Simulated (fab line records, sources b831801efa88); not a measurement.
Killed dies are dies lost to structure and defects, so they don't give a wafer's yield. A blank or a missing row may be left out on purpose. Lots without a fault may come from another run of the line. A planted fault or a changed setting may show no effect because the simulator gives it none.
fab line records | flow gf180mcu
record lots=5 wafers=15 last_day=33
route steps=602 shown SALICIDE@281 CONTACT@287 M1@315
lots that met no fault: from a run of the same line without faults
start_h: hours from the record's first day to the start of the lot's first wafer shown | wait_h: hours since the lot's step before | " the same as in the row above | L1.1+2: a row that stands for several wafers | - no value, or no start given | * or withheld: withheld | < > ~ a bound
route shown NAME@n: a module of which the file shows steps, and the number in the route of the first | usual: mean/standard deviation of fault-free wafers | same: alike in all rows | chamber/n: place in a boat | sites: the reading at each site | _std_site: their standard deviation | _edge_site: outer sites' mean less inner sites' | radius_mm: how far each site lies from the wafer's centre | mask NAME#n: copy n | behind: the tool/chamber that last shaped the wafer | hold: why the lot was held/for how many hours/how that ended | device: the transistor (n, p or np) that didn't switch | end of line: the same wafers' tests at the end of the route | a step without rows: its recipe alone | killed: dies lost to structure and defects at the first sort, not the wafer's yield | map: a wafer's dies, x killed, . not, _ none there
set.NAME: the setting as run; set.NAME@STEP: as run at that earlier step | model.NAME: the simulator's own value behind a step, which no gauge read
lots at some steps of the route; a table a step, a row a wafer
services: from which hour (start_h, from the record's first day; less than 0 if before it) a tool's chamber was out of use, for how many hours, and why
## steps
# step GF_SALICIDE_SPUTTER_03
# recipe material=TiN target_thk_nm=20 power_w=6500 time_s=16.7 chamber_pressure_pa=0.4
# usual throttle_valve_pct=30.2/0.75
# columns lot.wafer tool chamber start_h wait_h throttle_valve_pct
L074.1 pvd_sputter-03 - 340.03 0.0 29.7
L074.3 " - " " 31.0
L074.6 " - " " 31.0
L079.2 pvd_sputter-01 - 383.19 0.0 30.7
L079.3 " - " " 29.6
L079.4 " - " " 29.8
L081.1 pvd_sputter-03 - 399.73 0.0 29.9
L081.2 " - " " 30.5
L081.4 " - " " 30.6
L093.3 pvd_sputter-03 - 503.44 0.0 30.1
L093.4 " - " " 30.9
L093.6 " - " " 30.0
L094.2 pvd_sputter-03 - 506.69 0.0 29.8
L094.5 " - " " 30.9
L094.6 " - " " 30.0
# step GF_SALICIDE_RS_MEAS_04
# recipe thk_meas_gauge=four-point-probe reads=TiN_of_SALICIDE_SPUTTER_03+Co_of_SALICIDE_SPUTTER_02
# usual SALICIDE_TIN_RS=16.5/0.41
# columns lot.wafer tool chamber start_h wait_h SALICIDE_TIN_RS[ohm/sq]
L074.1 film_metro-01 - 340.05 0.0 15.9
L074.3 " - " " 15.9
L074.6 " - " " 16.0
L079.2 film_metro-03 - 383.24 0.0 16.1
L079.3 " - " " 16.2
L079.4 " - " " 16.5
L081.1 film_metro-01 - 399.75 0.0 16.3
L081.2 " - " " 16.9
L081.4 " - " " 16.4
L093.3 film_metro-04 - 503.51 0.1 15.8
L093.4 " - " " 15.9
L093.6 " - " " 16.2
L094.2 film_metro-01 - 506.73 0.0 16.4
L094.5 " - " " 16.1
L094.6 " - " " 16.9
# step GF_SALICIDE_THK_MEAS_05
# recipe thk_meas_gauge=xrf reads=TiN_of_SALICIDE_SPUTTER_03
# usual SALICIDE_TIN_THK=20.06/0.28
# columns lot.wafer tool chamber start_h wait_h SALICIDE_TIN_THK[nm]
L074.1 film_metro-01 - 340.17 0.1 20.57
L074.3 " - " " 20.66
L074.6 " - " " 20.49
L079.2 film_metro-03 - 383.35 0.1 20.03
L079.3 " - " " 19.79
L079.4 " - " " 19.97
L081.1 film_metro-01 - 399.87 0.1 20.53
L081.2 " - " " 20.44
L081.4 " - " " 20.54
L093.3 film_metro-04 - 503.61 0.1 20.31
L093.4 " - " " 19.94
L093.6 " - " " 20.15
L094.2 film_metro-01 - 506.84 0.1 20.39
L094.5 " - " " 20.09
L094.6 " - " " 19.83
# step GF_SALICIDE_RTA_06
# recipe temp_c=530 time_s=30 ambient=N2
# usual chamber_o2_ppm=2.002/0.022 lamp_power_pct=6.3/0.42 wafer_temp_C_max=531.8/0.4
# columns lot.wafer tool chamber start_h wait_h chamber_o2_ppm lamp_power_pct wafer_temp_C_max
L074.1 rtp_anneal-02 0 340.23 0.1 1.986 5.9 531.8
L074.3 " 0 " " 1.966 5.9 531.9
L074.6 " 0 " " 1.977 5.9 531.9
L079.2 rtp_anneal-02 0 383.43 0.1 2.015 5.9 531.9
L079.3 " 0 " " 2.024 5.9 532.1
L079.4 " 0 " " 2.042 5.9 532.1
L081.1 rtp_anneal-02 0 399.93 0.1 1.975 5.9 531.5
L081.2 " 0 " " 1.995 5.9 531.8
L081.4 " 0 " " 1.998 5.9 531.5
L093.3 rtp_anneal-01 0 503.68 0.1 1.983 6.7 532.1
L093.4 " 0 " " 1.991 6.7 531.7
L093.6 " 0 " " 1.991 6.7 531.5
L094.2 rtp_anneal-01 0 506.91 0.1 2.018 6.7 531.7
L094.5 " 0 " " 2.032 6.7 532.0
L094.6 " 0 " " 2.018 6.7 531.5
# step GF_SALICIDE_WET_ETCH_07
# recipe chemistry=SPM target_depth_nm=120 dry=n2_spin
# columns lot.wafer tool chamber start_h wait_h
L074.1+3+6 wet_bench-03 0 340.33 0.1
L079.2+3+4 wet_bench-04 0 383.60 0.1
L081.1+2+4 wet_bench-03 3 400.03 0.1
L093.3+4+6 wet_bench-04 1 503.75 0.1
L094.2+5+6 wet_bench-04 0 506.99 0.1
# step GF_SALICIDE_RTA_08
# recipe temp_c=800 time_s=30 ambient=N2
# usual chamber_o2_ppm=2.003/0.026 lamp_power_pct=17.5/1.2 wafer_temp_C_max=802.9/0.57
# columns lot.wafer tool chamber start_h wait_h chamber_o2_ppm lamp_power_pct wafer_temp_C_max
L074.1 rtp_anneal-01 0 340.42 0.0 1.968 18.7 803.0
L074.3 " 0 " " 1.958 18.7 803.1
L074.6 " 0 " " 1.955 18.7 802.3
L079.2 rtp_anneal-01 0 383.72 0.0 2.044 18.7 804.4
L079.3 " 0 " " 2.012 18.7 802.5
L079.4 " 0 " " 2.000 18.7 802.9
L081.1 rtp_anneal-01 0 400.13 0.0 2.012 18.7 802.9
L081.2 " 0 " " 2.079 18.7 803.6
L081.4 " 0 " " 2.028 18.7 802.4
L093.3 rtp_anneal-02 0 503.87 0.0 2.042 16.3 802.2
L093.4 " 0 " " 2.004 16.3 803.9
L093.6 " 0 " " 2.024 16.3 803.6
L094.2 rtp_anneal-02 0 507.10 0.0 1.986 16.3 802.0
L094.5 " 0 " " 2.004 16.3 802.9
L094.6 " 0 " " 1.959 16.3 803.8
# step GF_CONTACT_CVD_00
# recipe material=SiO2 target_thk_nm=300 sigma_open_frac=0.3 temp_c=400 time_s=50 sih4_flow_sccm=60 pressure_mtorr=6
# columns lot.wafer tool chamber start_h wait_h
L074.1+3+6 hdpcvd-01 2,0,2 340.52 0.1
L079.2+3+4 hdpcvd-02 2,1,1 383.81 0.1
L081.1+2+4 hdpcvd-01 2,1,1 400.23 0.1
L093.3+4+6 hdpcvd-02 2,2,0 503.94 0.1
L094.2+5+6 hdpcvd-01 1,0,2 507.18 0.1
# step GF_CONTACT_THK_MEAS_01
# recipe reads=SiO2_of_CONTACT_CVD_00
# usual CONTACT_CVD_00_THK=300.0/2.8
# columns lot.wafer tool chamber start_h wait_h CONTACT_CVD_00_THK[nm]
L074.1 film_metro-03 - 340.57 0.0 303.7
L074.3 " - " " 301.2
L074.6 " - " " 301.2
L079.2 film_metro-04 - 383.86 0.0 302.2
L079.3 " - " " 303.3
L079.4 " - " " 300.4
L081.1 film_metro-03 - 400.28 0.0 305.5
L081.2 " - " " 302.8
L081.4 " - " " 301.7
L093.3 film_metro-03 - 504.01 0.0 297.0
L093.4 " - " " 299.0
L093.6 " - " " 297.3
L094.2 film_metro-04 - 507.24 0.0 301.1
L094.5 " - " " 297.9
L094.6 " - " " 300.5
# step GF_CONTACT_CVD_02
# recipe material=SiO2 target_thk_nm=860 precursor=TEOS temp_c=400 time_s=95.992 rf_w=600
# usual heater_power_w=605/85
# columns lot.wafer tool chamber start_h wait_h heater_power_w
L074.1 pecvd-02 1 340.63 0.1 497
L074.3 " 0 " " 522
L074.6 " 2 " " 631
L079.2 pecvd-03 2 383.91 0.0 581
L079.3 " 1 " " 718
L079.4 " 0 " " 462
L081.1 pecvd-03 2 400.34 0.1 577
L081.2 " 1 " " 687
L081.4 " 0 " " 567
L093.3 pecvd-04 2 504.05 0.0 599
L093.4 " 2 " " 659
L093.6 " 0 " " 538
L094.2 pecvd-02 0 507.29 0.0 592
L094.5 " 0 " " 650
L094.6 " 2 " " 626
# step GF_CONTACT_THK_MEAS_03
# recipe reads=SiO2_of_CONTACT_CVD_02
# usual CONTACT_CVD_02_THK=861/13
# columns lot.wafer tool chamber start_h wait_h CONTACT_CVD_02_THK[nm]
L074.1 film_metro-02 - 340.70 0.0 881
L074.3 " - " " 851
L074.6 " - " " 883
L079.2 film_metro-03 - 383.99 0.0 842
L079.3 " - " " 860
L079.4 " - " " 860
L081.1 film_metro-04 - 400.41 0.0 833
L081.2 " - " " 845
L081.4 " - " " 858
L093.3 film_metro-04 - 504.14 0.1 855
L093.4 " - " " 874
L093.6 " - " " 877
L094.2 film_metro-02 - 507.37 0.0 847
L094.5 " - " " 856
L094.6 " - " " 886
# step GF_CONTACT_CMP_04
# recipe material=SiO2 down_force_psi=4 platen_rpm=60 pad_velocity_m_s=0.94248
# usual motor_current_A=12.0/1.3 time_to_endpoint_s=109/6.6
# columns lot.wafer tool chamber start_h wait_h motor_current_A time_to_endpoint_s
L074.3 cmp-01 3 340.81 0.1 12.0 106
L074.1 " 0 " " 11.8 120
L074.6 " 2 " " 10.3 121
L079.4 cmp-01 1 384.04 0.0 14.5 110
L079.3 " 2 " " 10.5 109
L079.2 " 3 " " 12.8 102
L081.2 cmp-01 2 400.47 0.0 9.9 103
L081.4 " 0 " " 11.6 110
L081.1 " 1 " " 13.4 103
L093.3 cmp-02 2 504.23 0.1 10.4 108
L093.4 " 0 " " 12.7 123
L093.6 " 2 " " 10.2 115
L094.2 cmp-02 0 507.47 0.1 12.1 110
L094.5 " 3 " " 13.4 110
L094.6 " 0 " " 12.7 126
# step GF_CONTACT_BOW_MEAS_05
# recipe mode=bow
# usual CONTACT_BOW=65/7.7
# columns lot.wafer tool chamber start_h wait_h CONTACT_BOW[um]
L074.1 film_metro-04 - 341.06 0.1 69
L074.3 " - " " 79
L074.6 " - " " 51
L079.2 film_metro-03 - 384.36 0.2 74
L079.3 " - " " 75
L079.4 " - " " 64
L081.1 film_metro-04 - 400.77 0.1 62
L081.2 " - " " 58
L081.4 " - " " 59
L093.3 film_metro-03 - 504.52 0.2 64
L093.4 " - " " 57
L093.6 " - " " 66
L094.2 film_metro-03 - 507.74 0.2 53
L094.5 " - " " 59
L094.6 " - " " 61
# step GF_CONTACT_DEHYDRATE_06
# recipe temp_c=200 time_s=60
# columns lot.wafer tool chamber start_h wait_h
L074.1+3+6 litho_track-04 0 351.14 10.1
L079.2+3+4 litho_track-02 0 395.02 10.6
L081.1+2+4 litho_track-04 0 412.04 11.3
L093.3+4+6 litho_track-04 0 515.69 11.2
L094.2+5+6 litho_track-04 0 518.61 10.9
# step GF_CONTACT_HMDS_07
# recipe prime_time_s=60 prime_temp_c=120
# columns lot.wafer tool chamber start_h wait_h
L074.1+3+6 litho_track-04 0 351.29 0.1
L079.2+3+4 litho_track-02 0 395.17 0.1
L081.1+2+4 litho_track-04 0 412.19 0.1
L093.3+4+6 litho_track-04 0 515.84 0.1
L094.2+5+6 litho_track-04 0 518.76 0.1
# step GF_CONTACT_COAT_08
# recipe resist=BARC temp_c=withheld time_s=withheld spin_rpm=withheld resist_thk_nm=withheld
# columns lot.wafer tool chamber start_h wait_h
L074.1+3+6 litho_track-04 0 351.44 0.1
L079.2+3+4 litho_track-02 0 395.32 0.1
L081.1+2+4 litho_track-04 0 412.34 0.1
L093.3+4+6 litho_track-04 0 515.99 0.1
L094.2+5+6 litho_track-04 0 518.91 0.1
# step GF_CONTACT_COAT_09
# recipe resist=KrF spin_rpm=withheld resist_thk_nm=1000
# columns lot.wafer tool chamber start_h wait_h
L074.1+3+6 litho_track-04 0 - -
L079.2+3+4 litho_track-02 0 - -
L081.1+2+4 litho_track-04 0 - -
L093.3+4+6 litho_track-04 0 - -
L094.2+5+6 litho_track-04 0 - -
# step GF_CONTACT_SOFTBAKE_10
# recipe temp_c=130 time_s=60 resist=KrF
# columns lot.wafer tool chamber start_h wait_h
L074.1+3+6 litho_track-04 0 - -
L079.2+3+4 litho_track-02 0 - -
L081.1+2+4 litho_track-04 0 - -
L093.3+4+6 litho_track-04 0 - -
L094.2+5+6 litho_track-04 0 - -
# step GF_CONTACT_EXPOSE_11
# recipe mask_id=Contact target_cd_nm=220 na=0.68 source_shape=conventional sigma_outer=0.6 dose_mj=38
# columns lot.wafer tool chamber start_h wait_h mask
L074.1+3+6 krf_scanner-02 0 - - Contact#0
L079.2+3+4 krf_scanner-02 0 - - Contact#0
L081.1+2+4 krf_scanner-01 0 - - Contact#0
L093.3+4+6 krf_scanner-01 0 - - Contact#0
L094.2+5+6 krf_scanner-02 0 - - Contact#0
# step GF_CONTACT_PEB_12
# recipe peb_temp_c=135 peb_time_s=90 resist=KrF
# same peb_time_s=90
# columns lot.wafer tool chamber start_h wait_h
L074.1+3+6 litho_track-01 0 - -
L079.2+3+4 litho_track-02 0 - -
L081.1+2+4 litho_track-02 0 - -
L093.3+4+6 litho_track-01 0 - -
L094.2+5+6 litho_track-01 0 - -
# step GF_CONTACT_DEVELOP_13
# recipe develop_time_s=60 resist=KrF dev_temp_c=21
# columns lot.wafer tool chamber start_h wait_h
L074.1+3+6 litho_track-01 0 362.55 0.2
L079.2+3+4 litho_track-02 0 406.87 0.2
L081.1+2+4 litho_track-02 0 424.60 0.2
L093.3+4+6 litho_track-01 0 527.15 0.1
L094.2+5+6 litho_track-01 0 529.68 0.2
# step GF_CONTACT_CD_MEAS_14
# recipe target_cd_nm=220
# usual cd_nm=220.6/1.7
# columns lot.wafer tool chamber start_h wait_h cd_nm
L074.1 cd_sem-01 - 362.70 0.1 223.6
L074.3 " - " " 222.9
L074.6 " - " " 221.1
L079.2 cd_sem-01 - 407.02 0.1 223.5
L079.3 " - " " 222.3
L079.4 " - " " 223.3
L081.1 cd_sem-02 - 424.75 0.1 219.4
L081.2 " - " " 220.2
L081.4 " - " " 220.1
L093.3 cd_sem-02 - 527.29 0.1 222.2
L093.4 " - " " 222.5
L093.6 " - " " 221.9
L094.2 cd_sem-02 - 529.82 0.1 216.9
L094.5 " - " " 217.2
L094.6 " - " " 216.6
# step GF_CONTACT_OVL_MEAS_15
# usual CONTACT_OVL=-4/5.2
# columns lot.wafer tool chamber start_h wait_h CONTACT_OVL[nm]
L074.1 overlay-01 - 362.82 0.1 -6
L074.3 " - " " -4
L074.6 " - " " -1
L079.2 overlay-02 - 407.13 0.1 -2
L079.3 " - " " -14
L079.4 " - " " -1
L081.1 overlay-02 - 424.87 0.1 2
L081.2 " - " " -1
L081.4 " - " " 5
L093.3 overlay-02 - 527.38 0.1 -15
L093.4 " - " " -8
L093.6 " - " " -7
L094.2 overlay-02 - 529.93 0.1 -2
L094.5 " - " " -4
L094.6 " - " " -3
# step GF_CONTACT_ETCH_16
# recipe chemistry=N2/H2 target_depth_a=withheld overetch_a=withheld time_s=withheld target=BARC ion_energy_ev=200 source_w=500 bias_w=100 pressure_mtorr=30 n2_flow_sccm=100 h2_flow_sccm=200
# usual drypump_motor_current_A=5.7/0.35 oes_product_au=0.854/0.0048 throttle_valve_pct=13.226/0.0096
# columns lot.wafer tool chamber start_h wait_h drypump_motor_current_A oes_product_au throttle_valve_pct
L074.1 rie_diel-03 0 362.86 0.0 5.9 0.847 13.248
L074.3 " 1 " " 5.7 0.854 13.225
L074.6 " 1 " " 5.7 0.850 13.222
L079.2 rie_diel-01 0 407.16 0.0 5.0 0.858 13.226
L079.3 " 1 " " 5.6 0.855 13.227
L079.4 " 3 " " 6.1 0.856 13.214
L081.1 rie_diel-01 3 424.90 0.0 6.1 0.858 13.213
L081.2 " 0 " " 5.0 0.854 13.223
L081.4 " 3 " " 6.1 0.852 13.228
L093.3 rie_diel-02 2 527.41 0.0 6.4 0.855 13.236
L093.4 " 3 " " 6.1 0.847 13.227
L093.6 " 1 " " 5.3 0.852 13.218
L094.2 rie_diel-03 1 529.96 0.0 5.7 0.844 13.232
L094.5 " 3 " " 5.9 0.846 13.211
L094.6 " 1 " " 5.7 0.854 13.219
# step GF_CONTACT_ETCH_17
# recipe chemistry=C4F8/O2/Ar mask_material=KrF target=SiO2 stop_on=CoSi2 source_w=1500 bias_w=1200 pressure_mtorr=40 c4f8_flow_sccm=withheld O2_flow_sccm=6 Ar_flow_sccm=300 time_s=withheld target_depth_a=8600
# usual oes_product_au=0.814/0.0048
# columns lot.wafer tool chamber start_h wait_h oes_product_au
L074.1 rie_diel-03 0 - - 0.810
L074.3 " 1 " " 0.818
L074.6 " 1 " " 0.812
L079.2 rie_diel-01 0 - - 0.815
L079.3 " 1 " " 0.809
L079.4 " 3 " " 0.815
L081.1 rie_diel-01 3 - - 0.819
L081.2 " 0 " " 0.820
L081.4 " 3 " " 0.812
L093.3 rie_diel-02 2 - - 0.810
L093.4 " 3 " " 0.818
L093.6 " 1 " " 0.811
L094.2 rie_diel-03 1 - - 0.811
L094.5 " 3 " " 0.814
L094.6 " 1 " " 0.812
# step GF_CONTACT_STRIP_18
# recipe chemistry=O2/N2 power_w=1400 pressure_mtorr=1500 platen_temp_c=250 o2_flow_sccm=3000 n2_flow_sccm=300 overash_fraction=0.5
# usual drypump_motor_current_A=5.7/0.31 heater_power_w=324/25 oes_product_au=0.580/0.0051
# columns lot.wafer tool chamber start_h wait_h drypump_motor_current_A heater_power_w oes_product_au rf_hours_counter_h
L074.1 plasma_asher-04 0 363.02 - 6.3 333 0.581 26
L074.3 " 0 " " 6.3 335 0.571 -
L074.6 " 0 " " 6.3 332 0.574 -
L079.2 plasma_asher-04 1 407.32 - 4.9 305 0.584 31
L079.3 " 0 " " 6.2 330 0.582 -
L079.4 " 1 " " 4.9 306 0.585 -
L081.1 plasma_asher-01 0 425.07 - 6.0 276 0.587 79
L081.2 " 1 " " 5.9 333 0.585 79
L081.4 " 0 " " 6.0 279 0.575 -
L093.3 plasma_asher-01 0 527.60 - 6.0 272 0.575 -
L093.4 " 1 " " 5.9 332 0.575 -
L093.6 " 0 " " 6.0 273 0.580 -
L094.2 plasma_asher-02 1 530.12 - 5.6 331 0.583 72
L094.5 " 1 " " 5.6 343 0.585 -
L094.6 " 0 " " 5.6 338 0.569 -
# step GF_CONTACT_CLEAN_19
# recipe chemistry=SPM
# columns lot.wafer tool chamber start_h wait_h
L074.1+3+6 wet_bench-04 0 363.12 0.1
L079.2+3+4 wet_bench-02 2 407.42 0.1
L081.1+2+4 wet_bench-02 3 425.17 0.1
L093.3+4+6 wet_bench-04 0 527.67 0.0
L094.2+5+6 wet_bench-01 0 530.22 0.1
# step GF_CONTACT_CLEAN_20
# recipe chemistry=DIW
# columns lot.wafer tool chamber start_h wait_h
L074.1+3+6 wet_bench-02 1 363.21 0.0
L079.2+3+4 wet_bench-01 0 407.51 0.0
L081.1+2+4 wet_bench-04 3 425.26 0.0
L093.3+4+6 wet_bench-02 1 527.76 0.0
L094.2+5+6 wet_bench-04 0 530.33 0.0
# step GF_CONTACT_CLEAN_21
# recipe chemistry=dHF time_s=20 dilution=100:1 dry=ipa_marangoni
# columns lot.wafer tool chamber start_h wait_h
L074.1+3+6 wet_bench-04 3 363.31 0.0
L079.2+3+4 wet_bench-04 1 407.60 0.0
L081.1+2+4 wet_bench-01 1 425.35 0.0
L093.3+4+6 wet_bench-01 1 527.85 0.0
L094.2+5+6 wet_bench-02 0 530.42 0.0
# step GF_CONTACT_SPUTTER_22
# recipe material=Ti target_thk_nm=15 chamber_pressure_pa=5 power_w=2500 substrate_temp_c=200 time_s=80.02
# usual throttle_valve_pct=30.1/0.85
# columns lot.wafer tool chamber start_h wait_h throttle_valve_pct
L074.1 pvd_sputter-02 - 363.32 0.0 28.7
L074.3 " - " " 31.2
L074.6 " - " " 31.4
L079.2 pvd_sputter-03 - 407.62 0.0 29.9
L079.3 " - " " 30.9
L079.4 " - " " 29.8
L081.1 pvd_sputter-03 - 425.37 0.0 29.9
L081.2 " - " " 30.1
L081.4 " - " " 30.8
L093.3 pvd_sputter-03 - 527.87 0.0 29.8
L093.4 " - " " 29.7
L093.6 " - " " 30.0
L094.2 pvd_sputter-03 - 530.44 0.0 30.8
L094.5 " - " " 30.7
L094.6 " - " " 29.8
# step GF_CONTACT_SPUTTER_23
# recipe material=TiN target_thk_nm=10 chamber_pressure_pa=5 power_w=4000 time_s=40
# usual throttle_valve_pct=30.1/0.86
# columns lot.wafer tool chamber start_h wait_h throttle_valve_pct
L074.1 pvd_sputter-02 - 363.38 0.0 28.9
L074.3 " - " " 30.9
L074.6 " - " " 31.3
L079.2 pvd_sputter-03 - 407.68 0.0 30.4
L079.3 " - " " 30.9
L079.4 " - " " 29.7
L081.1 pvd_sputter-03 - 425.43 0.0 30.1
L081.2 " - " " 29.8
L081.4 " - " " 30.7
L093.3 pvd_sputter-03 - 527.93 0.0 29.6
L093.4 " - " " 29.7
L093.6 " - " " 30.1
L094.2 pvd_sputter-03 - 530.50 0.0 31.1
L094.5 " - " " 31.3
L094.6 " - " " 29.9
# step GF_CONTACT_CVD_24
# recipe material=W target_thk_nm=300 time_s=90.339 temp_c=400 pressure_torr=40
# usual chamber_pressure_Torr=40.02/0.086 heater_power_w=883/86
# columns lot.wafer tool chamber start_h wait_h chamber_pressure_Torr heater_power_w
L074.1 cvd_w-02 0 363.42 0.0 39.98 838
L074.3 " 0 " " 39.84 901
L074.6 " 0 " " 39.86 879
L079.2 cvd_w-01 1 407.72 0.0 39.99 787
L079.3 " 0 " " 39.96 829
L079.4 " 1 " " 40.05 810
L081.1 cvd_w-02 0 425.47 0.0 40.03 861
L081.2 " 1 " " 39.96 1012
L081.4 " 1 " " 40.14 1032
L093.3 cvd_w-02 0 528.00 0.1 40.08 869
L093.4 " 1 " " 40.03 1018
L093.6 " 0 " " 40.00 876
L094.2 cvd_w-01 1 530.54 0.0 39.85 811
L094.5 " 0 " " 40.07 873
L094.6 " 1 " " 39.95 795
# step GF_CONTACT_RS_MEAS_25
# recipe thk_meas_gauge=four-point-probe reads=W_of_CONTACT_CVD_24+TiN_of_CONTACT_SPUTTER_23+Ti_of_CONTACT_SPUTTER_22
# usual CONTACT_W_RS=0.380/0.0055
# columns lot.wafer tool chamber start_h wait_h CONTACT_W_RS[ohm/sq]
L074.1 film_metro-03 - 363.52 0.1 0.388
L074.3 " - " " 0.395
L074.6 " - " " 0.390
L079.2 film_metro-04 - 407.84 0.1 0.387
L079.3 " - " " 0.373
L079.4 " - " " 0.387
L081.1 film_metro-04 - 425.57 0.1 0.377
L081.2 " - " " 0.383
L081.4 " - " " 0.378
L093.3 film_metro-03 - 528.11 0.1 0.381
L093.4 " - " " 0.376
L093.6 " - " " 0.381
L094.2 film_metro-03 - 530.66 0.1 0.384
L094.5 " - " " 0.375
L094.6 " - " " 0.381
# step GF_CONTACT_THK_MEAS_26
# recipe thk_meas_gauge=xrf reads=W_of_CONTACT_CVD_24
# usual CONTACT_W_THK=292/4.2
# columns lot.wafer tool chamber start_h wait_h CONTACT_W_THK[nm]
L074.1 film_metro-03 - 363.64 0.1 282
L074.3 " - " " 278
L074.6 " - " " 282
L079.2 film_metro-04 - 407.95 0.1 287
L079.3 " - " " 295
L079.4 " - " " 285
L081.1 film_metro-04 - 425.69 0.1 294
L081.2 " - " " 290
L081.4 " - " " 293
L093.3 film_metro-03 - 528.21 0.1 294
L093.4 " - " " 296
L093.6 " - " " 294
L094.2 film_metro-03 - 530.77 0.1 292
L094.5 " - " " 297
L094.6 " - " " 295
# step GF_CONTACT_CMP_27
# recipe stop_on=SiO2 down_force_psi=3.5 platen_rpm=60 t_overpolish_s=15 target_thk_nm=0 pad_velocity_m_s=0.94248
# usual motor_current_A=11.1/1.1 overpolish_run_s=14.999/0.0088 time_to_endpoint_s=73/3.6
# columns lot.wafer tool chamber start_h wait_h motor_current_A overpolish_run_s time_to_endpoint_s
L074.1 cmp-01 1 363.81 0.2 12.8 14.982 69
L074.3 " 3 " " 11.8 14.992 66
L074.6 " 1 " " 12.9 15.001 71
L079.4 cmp-01 3 408.00 0.0 12.0 15.005 76
L079.3 " 1 " " 13.0 14.987 78
L079.2 " 2 " " 9.5 14.984 71
L081.1 cmp-02 3 425.80 0.1 12.4 15.007 73
L081.2 " 0 " " 11.9 14.978 77
L081.4 " 1 " " 10.7 14.993 67
L093.4 cmp-02 0 528.25 0.0 11.3 15.005 77
L093.3 " 1 " " 10.4 14.993 68
L093.6 " 1 " " 10.2 15.001 68
L094.2 cmp-02 2 530.92 0.1 9.6 14.997 74
L094.5 " 0 " " 11.4 15.006 83
L094.6 " 1 " " 10.4 14.982 71
# step GF_M1_SPUTTER_00
# recipe material=Ti target_thk_nm=37.5 arriving_ion_energy_ev=80 substrate_temp_c=200 chamber_pressure_pa=2 power_w=4000 time_s=150
# usual throttle_valve_pct=30.3/1.1
# columns lot.wafer tool chamber start_h wait_h throttle_valve_pct
L074.1 pvd_sputter-01 - 364.11 0.2 30.1
L074.3 " - " " 30.9
L074.6 " - " " 31.0
L079.2 pvd_sputter-04 - 408.30 0.1 32.0
L079.3 " - " " 30.1
L079.4 " - " " 30.1
L081.1 pvd_sputter-04 - 426.05 0.2 32.3
L081.2 " - " " 30.7
L081.4 " - " " 30.3
L093.3 pvd_sputter-02 - 528.55 0.2 30.9
L093.4 " - " " 30.1
L093.6 " - " " 31.3
L094.2 pvd_sputter-04 - 531.12 0.1 30.3
L094.5 " - " " 30.3
L094.6 " - " " 30.5
# step GF_M1_SPUTTER_01
# recipe material=TiN target_thk_nm=30 power_w=6500 time_s=25 chamber_pressure_pa=0.4
# usual throttle_valve_pct=30.3/1.1
# columns lot.wafer tool chamber start_h wait_h throttle_valve_pct
L074.1 pvd_sputter-01 - 364.21 0.1 30.3
L074.3 " - " " 30.6
L074.6 " - " " 30.9
L079.2 pvd_sputter-04 - 408.40 0.1 31.9
L079.3 " - " " 30.7
L079.4 " - " " 30.1
L081.1 pvd_sputter-04 - 426.15 0.1 32.1
L081.2 " - " " 30.7
L081.4 " - " " 30.4
L093.3 pvd_sputter-02 - 528.65 0.1 31.0
L093.4 " - " " 30.2
L093.6 " - " " 31.1
L094.2 pvd_sputter-04 - 531.22 0.1 30.5
L094.5 " - " " 30.7
L094.6 " - " " 30.6
# step GF_M1_SPUTTER_02
# recipe material=AlCu target_thk_nm=450 power_w=10600 time_s=23.9 chamber_pressure_pa=0.4
# usual throttle_valve_pct=30.3/1.1
# columns lot.wafer tool chamber start_h wait_h throttle_valve_pct
L074.1 pvd_sputter-01 - 364.24 0.0 30.3
L074.3 " - " " 30.8
L074.6 " - " " 30.7
L079.2 pvd_sputter-04 - 408.43 0.0 31.9
L079.3 " - " " 30.4
L079.4 " - " " 29.9
L081.1 pvd_sputter-04 - 426.18 0.0 32.1
L081.2 " - " " 30.6
L081.4 " - " " 30.6
L093.3 pvd_sputter-02 - 528.68 0.0 31.3
L093.4 " - " " 30.2
L093.6 " - " " 31.3
L094.2 pvd_sputter-04 - 531.25 0.0 30.2
L094.5 " - " " 30.3
L094.6 " - " " 30.3
# step GF_M1_SPUTTER_03
# recipe material=Ti target_thk_nm=10 substrate_temp_c=300 chamber_pressure_pa=0.3 power_w=3000 time_s=6.7
# usual throttle_valve_pct=30.3/1.1
# columns lot.wafer tool chamber start_h wait_h throttle_valve_pct
L074.1 pvd_sputter-01 - 364.27 0.0 30.2
L074.3 " - " " 30.8
L074.6 " - " " 30.6
L079.2 pvd_sputter-04 - 408.46 0.0 31.9
L079.3 " - " " 30.3
L079.4 " - " " 29.8
L081.1 pvd_sputter-04 - 426.21 0.0 31.9
L081.2 " - " " 30.6
L081.4 " - " " 30.5
L093.3 pvd_sputter-02 - 528.71 0.0 31.2
L093.4 " - " " 30.1
L093.6 " - " " 31.3
L094.2 pvd_sputter-04 - 531.28 0.0 30.4
L094.5 " - " " 30.3
L094.6 " - " " 30.4
# step GF_M1_SPUTTER_04
# recipe material=TiN target_thk_nm=50 power_w=6500 time_s=41.7 chamber_pressure_pa=0.4
# usual throttle_valve_pct=30.3/1.1
# columns lot.wafer tool chamber start_h wait_h throttle_valve_pct
L074.1 pvd_sputter-01 - 364.29 0.0 30.2
L074.3 " - " " 31.2
L074.6 " - " " 30.5
L079.2 pvd_sputter-04 - 408.48 0.0 31.9
L079.3 " - " " 30.4
L079.4 " - " " 29.9
L081.1 pvd_sputter-04 - 426.23 0.0 32.1
L081.2 " - " " 30.3
L081.4 " - " " 30.7
L093.3 pvd_sputter-02 - 528.73 0.0 31.3
L093.4 " - " " 30.1
L093.6 " - " " 31.4
L094.2 pvd_sputter-04 - 531.30 0.0 30.1
L094.5 " - " " 30.4
L094.6 " - " " 30.3
## services
# columns tool chamber start_h hours kind
krf_scanner-02 - 325.77 1.0 pm
hdpcvd-01 2 328.13 4.1 repair
wet_bench-02 - 337.85 2.7 repair
krf_scanner-02 - 362.10 0.8 pm
krf_scanner-02 - 368.07 1.3 pm
cvd_w-02 - 390.00 14.0 pm
pvd_sputter-01 - 390.17 3.4 repair
rie_diel-03 2 393.76 98.7 repair
cmp-02 - 397.98 1.3 repair
cmp-01 - 404.00 4.0 pm
rie_diel-03 - 404.41 2.8 pm
rie_diel-01 1 424.45 14.7 repair
pvd_sputter-01 - 432.73 6.8 repair
pvd_sputter-02 - 437.63 2.9 repair
rtp_anneal-01 - 450.14 2.0 repair
cmp-02 - 457.95 2.5 repair
cvd_w-02 0 462.91 11.6 repair
pvd_sputter-04 - 470.16 5.5 repair
cmp-01 - 472.05 0.4 repair
cmp-01 - 476.36 2.2 repair
krf_scanner-02 - 494.77 1.0 pm
krf_scanner-02 - 495.77 4.0 pm
rie_diel-01 0 526.88 5.7 repair
pvd_sputter-01 - 529.28 2.3 repair
## key
fault none
